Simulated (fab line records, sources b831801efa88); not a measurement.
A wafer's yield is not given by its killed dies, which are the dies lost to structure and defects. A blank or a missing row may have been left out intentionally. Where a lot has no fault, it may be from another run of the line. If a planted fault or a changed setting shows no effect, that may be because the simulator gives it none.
fab line records ; flow sky130
record: lots: 6; wafers: 18; lastDay: 50
route steps=708 shown VT_ADJUST_LVTN@111 VT_ADJUST_NCORE@119 PAD_OPEN@708
lots that met no fault: from a run of the same line without faults
startH: hours from the record's opening day to when the first of the lot's shown wafers began ; waitH: hours since the lot's step before ; " repeats the value in the row above ; L1.1+2: a row that stands for several wafers ; - no value present, or no start provided ; * or withheld: withheld ; < > ~ a bound
route shown NAME@n: NAME is a module with steps in the file, n the number in the route of the first one ; usual: mean/standard deviation taken from wafers without a fault ; same: alike in all rows ; chamber/n: place in a boat ; sites: the reading at each site ; _std_site: standard deviation of those values ; _edge_site: outer sites' mean less inner sites' ; radiusMm: how far each site lies from the wafer's centre ; mask NAME#n: copy n ; behind: the most recent tool/chamber to have shaped the wafer ; hold: reason for holding the lot/hours on hold/outcome of the hold ; device: whichever transistor did not switch (one of n, p or np) ; end of line: tests of these same wafers at the route's end ; where a step has no rows: the recipe by itself ; killed: not the wafer's yield, but the dies lost to structure and defects at the first sort ; map: dies across one wafer; x = killed, . = not, _ = none there
set.NAME: the setting the step ran with; set.NAME@STEP: the setting that earlier step ran with ; model.NAME: the simulator's own value behind a step, which no gauge read
lots at some steps of the route; a table a step, a row a wafer
services: when a tool's chamber went out of use (startH, in hours from the record's first day, below 0 if earlier), for how many hours, and the reason
== steps ==
step: SKY_VT_ADJUST_LVTN_SOFTBAKE_14
recipe: tempC: 90; timeS: 60; resist: NOVOLAK
step: SKY_VT_ADJUST_LVTN_EXPOSE_15
recipe: maskId: HVN_STD_DERIVED; na: 0.6; sourceShape: conventional; sigmaOuter: 0.6; polarization: unpolarized; targetCdNm: 600; doseMj: 163
step: SKY_VT_ADJUST_LVTN_PEB_16
recipe: tempC: withheld; timeS: *; resist: NOVOLAK
step: SKY_VT_ADJUST_LVTN_DEVELOP_17
recipe: resist: NOVOLAK; developer: TMAH; developTimeS: 60; devTempC: 23
step: SKY_VT_ADJUST_LVTN_OVL_MEAS_18
usual: VT_ADJUST_LVTN_01_OVL: -1.4/1.6
lot.wafer;tool;chamber;startH;waitH;VT_ADJUST_LVTN_01_OVL[nm]
L624.2;overlay-01;-;161.61;0.1;-4.0
L624.5;overlay-01;-;161.61;0.1;-5.0
L624.6;overlay-01;-;161.61;0.1;-4.4
L631.2;overlay-02;-;209.01;0.1;-0.2
L631.5;overlay-02;-;209.01;0.1;-0.8
L631.6;overlay-02;-;209.01;0.1;-2.1
L634.1;overlay-02;-;236.78;0.1;-3.1
L634.3;overlay-02;-;236.78;0.1;-3.1
L634.6;overlay-02;-;236.78;0.1;-3.1
L639.3;overlay-01;-;261.25;0.1;-1.9
L639.5;overlay-01;-;261.25;0.1;-0.8
L639.6;overlay-01;-;261.25;0.1;1.6
L640.1;overlay-01;-;267.99;0.1;-3.6
L640.4;overlay-01;-;267.99;0.1;-2.3
L640.5;overlay-01;-;267.99;0.1;-3.2
L646.3;overlay-02;-;313.35;0.1;-0.1
L646.4;overlay-02;-;313.35;0.1;-0.3
L646.6;overlay-02;-;313.35;0.1;0.0
step: SKY_VT_ADJUST_LVTN_IMPLANT_19
recipe: species: B; energyKev: 30; doseCm2: 6.5e+11; tiltDeg: withheld
step: SKY_VT_ADJUST_LVTN_STRIP_20
recipe: chemistry: O2/N2; powerW: 1400; pressureMtorr: 1500; platenTempC: withheld; o2FlowSccm: 3000; n2FlowSccm: 300; overashFraction: 0.5
usual: drypumpMotorCurrentA: 6.1/0.35; o2FlowSccm: 3000/9.4; oesProductAu: 0.716/0.0046; stripTimeToEndpointS: 14.18/0.032
lot.wafer;tool;chamber;startH;waitH;drypumpMotorCurrentA;o2FlowSccm;oesProductAu;rfHoursCounterH;stripTimeToEndpointS
L624.2;plasmaAsher-02;0;161.79;0.1;5.6;2992;0.712;35;14.18
L624.5;plasmaAsher-02;0;161.79;0.1;5.6;3001;0.718;-;14.15
L624.6;plasmaAsher-02;1;161.79;0.1;5.8;3003;0.714;-;14.17
L631.2;plasmaAsher-04;1;209.19;0.1;6.2;2997;0.712;50;14.18
L631.5;plasmaAsher-04;1;209.19;0.1;6.2;3005;0.716;-;14.23
L631.6;plasmaAsher-04;0;209.19;0.1;6.5;2998;0.710;-;14.21
L634.1;plasmaAsher-04;1;236.97;0.1;6.2;2985;0.705;52;14.15
L634.3;plasmaAsher-04;0;236.97;0.1;6.4;2988;0.715;-;14.18
L634.6;plasmaAsher-04;0;236.97;0.1;6.5;2993;0.715;-;14.17
L639.3;plasmaAsher-03;0;261.46;0.1;5.8;2985;0.714;-;14.13
L639.5;plasmaAsher-03;1;261.46;0.1;5.5;3007;0.719;-;14.15
L639.6;plasmaAsher-03;0;261.46;0.1;5.8;2979;0.724;-;14.14
L640.1;plasmaAsher-03;0;268.17;0.1;5.8;2998;0.719;15;14.18
L640.4;plasmaAsher-03;0;268.17;0.1;5.8;3008;0.718;-;14.15
L640.5;plasmaAsher-03;0;268.17;0.1;5.7;3007;0.715;-;14.14
L646.3;plasmaAsher-04;0;313.56;0.1;6.5;3008;0.717;-;14.21
L646.4;plasmaAsher-04;1;313.56;0.1;6.2;3004;0.718;-;14.18
L646.6;plasmaAsher-04;1;313.56;0.1;6.2;2995;0.720;-;14.19
step: SKY_VT_ADJUST_LVTN_TW_MEAS_21
usual: VT_ADJUST_LVTN_2_TW: 186.9/2
lot.wafer;tool;chamber;startH;waitH;VT_ADJUST_LVTN_2_TW
L624.2;filmMetro-01;-;161.90;0.1;189.4
L624.5;filmMetro-01;-;161.90;0.1;189.0
L624.6;filmMetro-01;-;161.90;0.1;190.0
L631.2;filmMetro-01;-;209.30;0.1;189.9
L631.5;filmMetro-01;-;209.30;0.1;189.9
L631.6;filmMetro-01;-;209.30;0.1;189.0
L634.1;filmMetro-04;-;237.07;0.1;187.7
L634.3;filmMetro-04;-;237.07;0.1;189.8
L634.6;filmMetro-04;-;237.07;0.1;187.8
L639.3;filmMetro-04;-;261.54;0.1;187.5
L639.5;filmMetro-04;-;261.54;0.1;186.7
L639.6;filmMetro-04;-;261.54;0.1;186.6
L640.1;filmMetro-03;-;268.27;0.1;183.6
L640.4;filmMetro-03;-;268.27;0.1;183.5
L640.5;filmMetro-03;-;268.27;0.1;184.4
L646.3;filmMetro-03;-;313.64;0.1;185.4
L646.4;filmMetro-03;-;313.64;0.1;184.9
L646.6;filmMetro-03;-;313.64;0.1;185.2
step: SKY_VT_ADJUST_NCORE_DEHYDRATE_00
recipe: tempC: 200; timeS: 60
step: SKY_VT_ADJUST_NCORE_HMDS_01
recipe: primeTimeS: 60; primeTempC: 120
step: SKY_VT_ADJUST_NCORE_COAT_02
recipe: resist: NOVOLAK; spinRpm: 3000; resistThkNm: 1140
step: SKY_VT_ADJUST_NCORE_SOFTBAKE_03
recipe: tempC: 90; timeS: 60; resist: NOVOLAK
step: SKY_VT_ADJUST_NCORE_EXPOSE_04
recipe: maskId: LVTN_COMPLEMENT_THIN; na: 0.6; sourceShape: conventional; sigmaOuter: 0.6; polarization: unpolarized; targetCdNm: 380; doseMj: 139
lot.wafer;tool;chamber;startH;waitH;mask;model.VT_ADJUST_NCORE.overlayXNm
L624.2+5+6;ilineStepper-01;0;172.26;-;LVTN_COMPLEMENT_THIN#0;0.3339
L631.2+5+6;ilineStepper-02;0;219.93;-;LVTN_COMPLEMENT_THIN#0;134.9
L634.1+3+6;ilineStepper-02;0;249.04;-;LVTN_COMPLEMENT_THIN#0;136
L639.3+5+6;ilineStepper-01;0;273.45;-;LVTN_COMPLEMENT_THIN#0;-0.4188
L640.1+4+5;ilineStepper-01;0;280.64;-;LVTN_COMPLEMENT_THIN#0;-0.774
L646.3+4+6;ilineStepper-01;0;327.35;-;LVTN_COMPLEMENT_THIN#0;0.1864
step: SKY_VT_ADJUST_NCORE_PEB_05
recipe: tempC: withheld; timeS: *; resist: NOVOLAK
step: SKY_VT_ADJUST_NCORE_DEVELOP_06
recipe: resist: NOVOLAK; developer: TMAH; developTimeS: 60; devTempC: 23
step: SKY_VT_ADJUST_NCORE_CD_MEAS_07
recipe: targetCdNm: 380
usual: cdNm: 379.9/2.7
lot.wafer;tool;chamber;startH;waitH;cdNm
L624.2;cdSem-01;-;182.45;0.1;383.2
L624.5;cdSem-01;-;182.45;0.1;383.7
L624.6;cdSem-01;-;182.45;0.1;381.9
L631.2;cdSem-01;-;230.55;0.1;385.1
L631.5;cdSem-01;-;230.55;0.1;384.6
L631.6;cdSem-01;-;230.55;0.1;384.7
L634.1;cdSem-02;-;261.23;0.1;383.6
L634.3;cdSem-02;-;261.23;0.1;381.2
L634.6;cdSem-02;-;261.23;0.1;380.8
L639.3;cdSem-01;-;284.87;0.1;381.5
L639.5;cdSem-01;-;284.87;0.1;381.8
L639.6;cdSem-01;-;284.87;0.1;381.9
L640.1;cdSem-01;-;292.36;0.1;380.9
L640.4;cdSem-01;-;292.36;0.1;381.6
L640.5;cdSem-01;-;292.36;0.1;379.5
L646.3;cdSem-02;-;341.03;0.1;380.0
L646.4;cdSem-02;-;341.03;0.1;379.1
L646.6;cdSem-02;-;341.03;0.1;379.0
step: SKY_VT_ADJUST_NCORE_OVL_MEAS_08
usual: VT_ADJUST_NCORE_OVL: -0.1/1.3
lot.wafer;tool;chamber;startH;waitH;VT_ADJUST_NCORE_OVL[nm]
L624.2;overlay-02;-;182.56;0.1;-1.4
L624.5;overlay-02;-;182.56;0.1;1.2
L624.6;overlay-02;-;182.56;0.1;-1.3
L631.2;overlay-02;-;230.66;0.1;133.0
L631.5;overlay-02;-;230.66;0.1;133.9
L631.6;overlay-02;-;230.66;0.1;134.0
L634.1;overlay-02;-;261.35;0.1;136.1
L634.3;overlay-02;-;261.35;0.1;133.8
L634.6;overlay-02;-;261.35;0.1;133.8
L639.3;overlay-02;-;284.96;0.1;-1.2
L639.5;overlay-02;-;284.96;0.1;-0.4
L639.6;overlay-02;-;284.96;0.1;-3.1
L640.1;overlay-01;-;292.48;0.1;-2.3
L640.4;overlay-01;-;292.48;0.1;-1.4
L640.5;overlay-01;-;292.48;0.1;-2.1
L646.3;overlay-01;-;341.12;0.1;-1.4
L646.4;overlay-01;-;341.12;0.1;-1.0
L646.6;overlay-01;-;341.12;0.1;1.4
step: SKY_VT_ADJUST_NCORE_IMPLANT_09
recipe: species: B; energyKev: 10; doseCm2: 2.4e+12; tiltDeg: withheld
step: SKY_PAD_OPEN_PROBE_99
usual: killed_at_M0_to_M3: 43/6.4; killed_at_M4_up: 3.5/1.8; killedAtContacts: 25/5.7; killedAtFrontEnd: 15/3.9; killedAtOther: 0.3/0.67; killedDies: 87/8.6; killedOnRim: 17/3.9; killedOpen: 47/6.7; killedShort: 39/5.9
same: grossDies: 492; killedAtBackSide: 0
lot.wafer;tool;chamber;startH;waitH;killed_at_M0_to_M3;killed_at_M4_up;killedAtContacts;killedAtFrontEnd;killedAtOther;killedDies;killedOnRim;killedOpen;killedShort;model.etest.sramNfetPass.driveUaUm;model.etest.sramNfetPass.offLog10AUm;model.etest.sramNfetPass.vtSatV;model.etest.sramNfetPass.vtV
L624.2;prober-02;-;1073.08;0.1;42;2;22;12;0;78;13;47;31;462.4;-12.96;0.5919;0.6908
L624.5;prober-02;-;1073.23;0.2;34;6;21;19;0;80;13;41;39;470.4;-13.06;0.5918;0.6936
L624.6;prober-02;-;1073.28;0.2;44;3;25;15;1;88;23;46;41;472.2;-12.89;0.5864;0.6881
L631.2;prober-01;-;1116.76;0.1;50;5;22;20;0;97;18;55;42;524.7;-12.29;0.5258;0.6351
L631.5;prober-01;-;1116.91;0.2;33;5;15;18;0;71;13;43;28;511.7;-12.45;0.5253;0.6351
L631.6;prober-01;-;1116.96;0.2;47;4;26;14;0;91;20;53;38;503.1;-12.51;0.54;0.6465
L634.1;prober-01;-;1143.98;0.1;48;1;23;17;2;91;13;42;49;517.9;-12.43;0.5269;0.6276
L634.3;prober-01;-;1144.08;0.2;40;3;25;15;0;83;16;46;37;527.5;-12.07;0.5224;0.6254
L634.6;prober-01;-;1144.23;0.2;45;6;19;15;0;85;22;49;36;527.2;-12.55;0.5332;0.6381
L639.3;prober-01;-;1165.41;0.2;48;4;22;10;0;84;16;42;42;506.4;-12.33;0.5436;0.6403
L639.5;prober-01;-;1165.51;0.2;49;1;35;9;0;94;17;57;37;497.7;-12.51;0.5599;0.6581
L639.6;prober-01;-;1165.56;0.2;43;0;30;11;0;84;17;54;30;499.8;-12.42;0.5587;0.6576
L640.1;prober-02;-;1170.60;0.1;52;3;27;14;1;97;22;52;45;493.5;-12.85;0.5701;0.667
L640.4;prober-02;-;1170.75;0.2;43;3;26;18;0;90;17;55;35;478.4;-12.75;0.582;0.6813
L640.5;prober-02;-;1170.80;0.2;48;4;19;20;0;91;20;46;45;482.2;-12.72;0.5766;0.673
L646.3;prober-02;-;1192.59;0.2;39;1;23;14;2;79;13;42;36;481.1;-12.92;0.5779;0.6771
L646.4;prober-02;-;1192.64;0.2;53;2;26;11;2;94;18;49;43;477.7;-12.68;0.5735;0.6704
L646.6;prober-02;-;1192.74;0.2;50;3;23;16;0;92;19;51;41;479.7;-12.97;0.5854;0.6872
killed by level:class
L624.2 VIA3:geometricParticle:open=10 CONTACT:geometricParticle:open=9 VIA1:geometricParticle:open=9 LI_CONTACT:geometricParticle:open=6 VIA2:geometricParticle:short=5 POLY_GATE:geometricParticle:open=4 VIA1:geometricParticle:short=4 FIELD_ISO:geometricParticle:open=3
L624.5 LI_CONTACT:geometricParticle:open=7 CONTACT:geometricParticle:open=7 VIA2:geometricParticle:open=7 VIA1:geometricParticle:open=6 METAL4:geometricParticle:short=6 FIELD_ISO:geometricParticle:short=5 METAL2:geometricParticle:short=5 FIELD_ISO:geometricParticle:open=4
L624.6 CONTACT:geometricParticle:open=10 VIA1:geometricParticle:open=10 VIA1:geometricParticle:short=9 LI_CONTACT:geometricParticle:open=7 VIA2:geometricParticle:open=6 FIELD_ISO:geometricParticle:open=4 METAL2:geometricParticle:short=4 LOCAL_INTERCONNECT:geometricParticle:short=4
L631.2 VIA1:geometricParticle:open=12 CONTACT:geometricParticle:open=10 METAL2:geometricParticle:short=7 VIA2:geometricParticle:open=7 VIA1:geometricParticle:short=6 FIELD_ISO:geometricParticle:open=5 LI_CONTACT:geometricParticle:open=5 VIA3:geometricParticle:open=5
L631.5 VIA1:geometricParticle:open=10 POLY_GATE:geometricParticle:open=9 LI_CONTACT:geometricParticle:open=6 POLY_GATE:geometricParticle:short=5 VIA1:geometricParticle:short=5 METAL2:geometricParticle:short=5 CONTACT:geometricParticle:open=4 LOCAL_INTERCONNECT:geometricParticle:short=3
L631.6 VIA1:geometricParticle:open=12 CONTACT:geometricParticle:open=10 LI_CONTACT:geometricParticle:open=8 FIELD_ISO:geometricParticle:open=5 METAL1:geometricParticle:short=5 VIA1:geometricParticle:short=5 VIA2:geometricParticle:open=5 FIELD_ISO:geometricParticle:short=4
L634.1 VIA1:geometricParticle:open=10 LI_CONTACT:geometricParticle:open=9 METAL2:geometricParticle:short=8 FIELD_ISO:geometricParticle:short=6 VIA1:geometricParticle:short=6 CONTACT:geometricParticle:open=6 METAL1:geometricParticle:short=6 VIA3:geometricParticle:open=5
L634.3 VIA1:geometricParticle:open=10 CONTACT:geometricParticle:open=8 LI_CONTACT:geometricParticle:open=7 VIA2:geometricParticle:open=7 METAL2:geometricParticle:short=5 LOCAL_INTERCONNECT:geometricParticle:short=5 METAL1:geometricParticle:short=5 FIELD_ISO:geometricParticle:open=4
L634.6 VIA1:geometricParticle:open=12 VIA3:geometricParticle:open=9 METAL1:geometricParticle:short=7 CONTACT:geometricParticle:open=6 METAL2:geometricParticle:short=6 FIELD_ISO:geometricParticle:short=4 LI_CONTACT:geometricParticle:open=4 FIELD_ISO:geometricParticle:open=4
L639.3 VIA1:geometricParticle:open=10 LI_CONTACT:geometricParticle:open=8 METAL1:geometricParticle:short=7 LOCAL_INTERCONNECT:geometricParticle:short=6 METAL2:geometricParticle:short=6 VIA2:geometricParticle:open=6 VIA1:geometricParticle:short=5 METAL3:geometricParticle:short=5
L639.5 VIA3:geometricParticle:open=13 LI_CONTACT:geometricParticle:open=11 CONTACT:geometricParticle:open=10 VIA2:geometricParticle:open=8 VIA1:geometricParticle:open=7 METAL1:geometricParticle:short=6 LI_CONTACT:geometricParticle:short=5 LOCAL_INTERCONNECT:geometricParticle:short=5
L639.6 VIA2:geometricParticle:open=11 VIA1:geometricParticle:open=11 LI_CONTACT:geometricParticle:open=9 CONTACT:geometricParticle:open=8 LOCAL_INTERCONNECT:geometricParticle:short=6 METAL2:geometricParticle:short=5 VIA3:geometricParticle:open=5 FIELD_ISO:geometricParticle:short=3
L640.1 VIA2:geometricParticle:open=11 LI_CONTACT:geometricParticle:open=9 CONTACT:geometricParticle:open=9 METAL1:geometricParticle:short=9 METAL2:geometricParticle:short=8 VIA3:geometricParticle:open=8 VIA1:geometricParticle:open=6 VIA2:geometricParticle:short=5
L640.4 LI_CONTACT:geometricParticle:open=14 VIA1:geometricParticle:open=10 FIELD_ISO:geometricParticle:open=9 VIA3:geometricParticle:open=7 VIA2:geometricParticle:open=6 VIA3:geometricParticle:short=4 POLY_GATE:geometricParticle:short=4 CONTACT:geometricParticle:open=4
L640.5 CONTACT:geometricParticle:open=8 VIA3:geometricParticle:open=8 FIELD_ISO:geometricParticle:open=6 METAL1:geometricParticle:short=6 LI_CONTACT:geometricParticle:open=5 VIA1:geometricParticle:short=5 VIA1:geometricParticle:open=5 METAL3:geometricParticle:short=5
L646.3 VIA1:geometricParticle:open=11 CONTACT:geometricParticle:open=9 FIELD_ISO:geometricParticle:open=6 FIELD_ISO:geometricParticle:short=6 LI_CONTACT:geometricParticle:open=5 VIA3:geometricParticle:open=5 LOCAL_INTERCONNECT:geometricParticle:short=4 METAL1:geometricParticle:short=4
L646.4 VIA1:geometricParticle:open=14 LI_CONTACT:geometricParticle:open=7 CONTACT:geometricParticle:open=7 VIA2:geometricParticle:open=7 VIA3:geometricParticle:open=7 CONTACT:geometricParticle:short=6 METAL1:geometricParticle:short=6 VIA3:geometricParticle:short=5
L646.6 VIA1:geometricParticle:open=17 CONTACT:geometricParticle:open=8 VIA3:geometricParticle:open=6 METAL3:geometricParticle:short=5 POLY_GATE:geometricParticle:short=4 LI_CONTACT:geometricParticle:short=4 CONTACT:geometricParticle:short=4 VIA2:geometricParticle:short=4
== services ==
tool;chamber;startH;hours;kind
ilineStepper-01;-;166.14;1.3;repair
ilineStepper-01;0;203.69;-;calibration
ilineStepper-01;-;253.32;1.7;pm
ilineStepper-02;-;263.15;2.5;repair
ilineStepper-02;-;280.30;1.7;pm
ilineStepper-01;-;288.07;4.4;pm
ilineStepper-02;-;294.80;8.9;pm
plasmaAsher-02;-;301.22;18.8;pm
plasmaAsher-02;-;320.17;10.7;repair
== key ==
firstSign: step: SKY_VT_ADJUST_NCORE_OVL_MEAS_08; reading: VT_ADJUST_NCORE_OVL; direction: up; sigmas: 99+; usual: -0.1; struck: 134.1
effect none on later readings
modelEffect: step: SKY_VT_ADJUST_NCORE_EXPOSE_04; value: VT_ADJUST_NCORE.overlayXNm; without: -0.5165; struck: 135.5
modelEffect: step: SKY_PAD_OPEN_PROBE_99; value: etest.sramNfetPass.driveUaUm; without: 488.4; struck: 518.7
metAt SKY_VT_ADJUST_NCORE_EXPOSE_04
struckWafers L631.2,L631.5,L631.6,L634.1,L634.3,L634.6
testerLeftOut L631,L634
fault: kind: scannerMatchingOverlay; tool: ilineStepper-02; chamber: -; onsetH: 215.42; steps: SKY_VT_ADJUST_NCORE_EXPOSE_04; offset: 135.99
testerLeftOut: of these lots the tester's yield and bins aren't shown, on N5 and GAA mostly nor the transistor test; their killed dies are dies lost to structure and defects alone, not to doping, threshold or leakage, so they don't give the yield
